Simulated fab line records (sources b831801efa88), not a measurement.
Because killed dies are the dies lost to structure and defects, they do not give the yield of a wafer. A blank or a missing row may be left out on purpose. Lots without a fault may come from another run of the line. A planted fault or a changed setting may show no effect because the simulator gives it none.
Which tool is to blame? | flow gf180mcu | Sampling: 14 lots, 42 wafers, 3 of 602 route steps

WHAT THE GAUGES SHOWED, per wafer
GF_HV_LDD_OVL_MEAS_32. Usual: for HV_LDD_02_OVL the level is 0.2 nm and the standard deviation is 1.4.
lot  | measured     | on         | HV_LDD_02_OVL (nm) | flag
L732 | day 11 19:04 | overlay-02 | 1.0 2.1 2.3        | 
L733 | day 12 00:53 | overlay-02 | -1.3 -0.2 -2.2     | 
L734 | day 12 04:31 | overlay-01 | 3.2 2.7 2.3        | 
L735 | day 12 11:22 | overlay-01 | 0.7 0.8 0.3        | 
L739 | day 13 18:52 | overlay-02 | -0.9 -1.4 -2.5     | 
L742 | day 14 14:17 | overlay-01 | 0.8 1.2 0.4        | 
L744 | day 15 06:40 | overlay-01 | 3.0 3.2 2.7        | 
L745 | day 15 16:40 | overlay-02 | -0.7 1.0 -0.8      | 
L746 | day 15 23:25 | overlay-02 | -0.1 0.3 -0.3      | 
L747 | day 16 07:16 | overlay-02 | 2.0 0.6 0.7        | 
L748 | day 16 17:31 | overlay-01 | 0.2 2.5 0.2        | 
L750 | day 17 04:25 | overlay-01 | 1.1 1.0 1.4        | 
L751 | day 17 19:45 | overlay-01 | 1.8 1.3 2.0        | 
L752 | day 18 00:01 | overlay-02 | -1.0 -2.3 -1.4     | 

GF_V1_OVL_MEAS_15. Usual: for V1_OVL the level is 0 nm and the standard deviation is 4.9.
lot  | measured     | on         | V1_OVL (nm) | flag
L732 | day 18 08:31 | overlay-02 | 1 -3 0      | 
L733 | day 18 17:20 | overlay-01 | 2 2 -6      | 
L734 | day 19 03:03 | overlay-01 | 1 -3 0      | 
L735 | day 19 07:25 | overlay-01 | -5 -3 0     | 
L739 | day 20 20:07 | overlay-01 | -5 4 1      | 
L742 | day 21 19:10 | overlay-01 | 6 3 11      | 
L744 | day 22 11:36 | overlay-01 | -6 -6 -9    | 
L745 | day 22 20:34 | overlay-02 | -3 3 3      | 
L746 | day 23 05:21 | overlay-02 | 2 2 1       | 
L747 | day 23 15:19 | overlay-02 | -2 3 4      | 
L748 | day 24 00:05 | overlay-02 | -12 -9 -12  | 
L750 | day 24 10:04 | overlay-02 | 9 2 2       | 
L751 | day 25 00:48 | overlay-01 | 2 -3 1      | 
L752 | day 25 03:58 | overlay-01 | -7 -5 -6    | 

WHAT TOOL EACH LOT RAN ON (gives the tool, then ch and the chambers of the sampled wafers, and finally the start)
lot  | GF_HV_LDD_EXPOSE_16
L732 | ilineStepper-02 ch 0, day 10 15:52
L733 | ilineStepper-01 ch 0, day 10 21:11
L734 | ilineStepper-02 ch 0, day 11 00:37
L735 | ilineStepper-01 ch 0, day 11 07:32
L739 | ilineStepper-02 ch 0, day 12 12:35
L742 | ilineStepper-02 ch 0, day 13 06:50
L744 | ilineStepper-01 ch 0, day 13 23:10
L745 | ilineStepper-02 ch 0, day 14 08:17
L746 | ilineStepper-01 ch 0, day 14 15:04
L747 | ilineStepper-02 ch 0, day 14 23:26
L748 | ilineStepper-02 ch 0, day 15 07:53
L750 | ilineStepper-02 ch 0, day 15 19:17
L751 | ilineStepper-01 ch 0, day 16 09:01
L752 | ilineStepper-01 ch 0, day 16 12:35
- GF_HV_LDD_EXPOSE_16: exposes mask Pplus LV AREA, target cd 400 nm.

AS READ BY THE TOOLS THEMSELVES (means over the sampled wafers that have a number; for cases with no such wafer, the mark the record gives instead)
GF_HV_LDD_EXPOSE_16. Usual: 140.02 for exposureDoseMJCm2, sd 0.14.
lot  | tool            | exposureDoseMJCm2 | flag
L732 | ilineStepper-02 | 139.94            | 
L733 | ilineStepper-01 | 139.97            | 
L734 | ilineStepper-02 | 140.18            | 
L735 | ilineStepper-01 | 140.08            | 
L739 | ilineStepper-02 | 140.05            | 
L742 | ilineStepper-02 | 140.01            | 
L744 | ilineStepper-01 | 140.01            | 
L745 | ilineStepper-02 | 142.15            | OFF
L746 | ilineStepper-01 | 140.20            | 
L747 | ilineStepper-02 | 142.27            | OFF
L748 | ilineStepper-02 | 142.26            | OFF
L750 | ilineStepper-02 | 142.22            | OFF
L751 | ilineStepper-01 | 139.94            | 
L752 | ilineStepper-01 | 139.82            | 

THE ANSWER, worked out from the rows above alone
Rule: lot off if the mean of its wafers having a number is beyond 3 standard deviations from the usual mean. Also off: a lot with no number at a reading for which 4 or more lots have one. Where the step has rows for the other lots, those lots are counted as sound. The gauges are gone through in route order, then the tools' own readings, and for those a lot's mean is taken as printed above. At the first step where some lot is off, the reading lying furthest off is the one used; lots without a number count as furthest.
Off at GF_HV_LDD_EXPOSE_16 (exposureDoseMJCm2): L745, L747, L748, L750.
If a tool, at that step or one of the process steps before it, ran each lot that is off and ran no sound lot following the first of them, it fits. One candidate fits, namely ilineStepper-02 at GF_HV_LDD_EXPOSE_16. A fault onset in the window from L742 (day 13 06:50, its last sound lot) to L745 (day 14 08:17, its first lot off) fits.
On the lots that are off, the tool's own readings at GF_HV_LDD_EXPOSE_16 differ by more than 5 times the standard deviation of the sound lots' means, which bears it out; exposureDoseMJCm2 reads 142.22 there versus 140.02 on the sound lots.

WHAT THE SIMULATOR HAD PUT IN
Process parameters drifting: ilineStepper-02 at GF_HV_LDD_EXPOSE_16, beginning at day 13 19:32. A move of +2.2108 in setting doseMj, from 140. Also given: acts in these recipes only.
Shown lots that were struck: L745, L747, L748, L750. The same result came from the rule above.
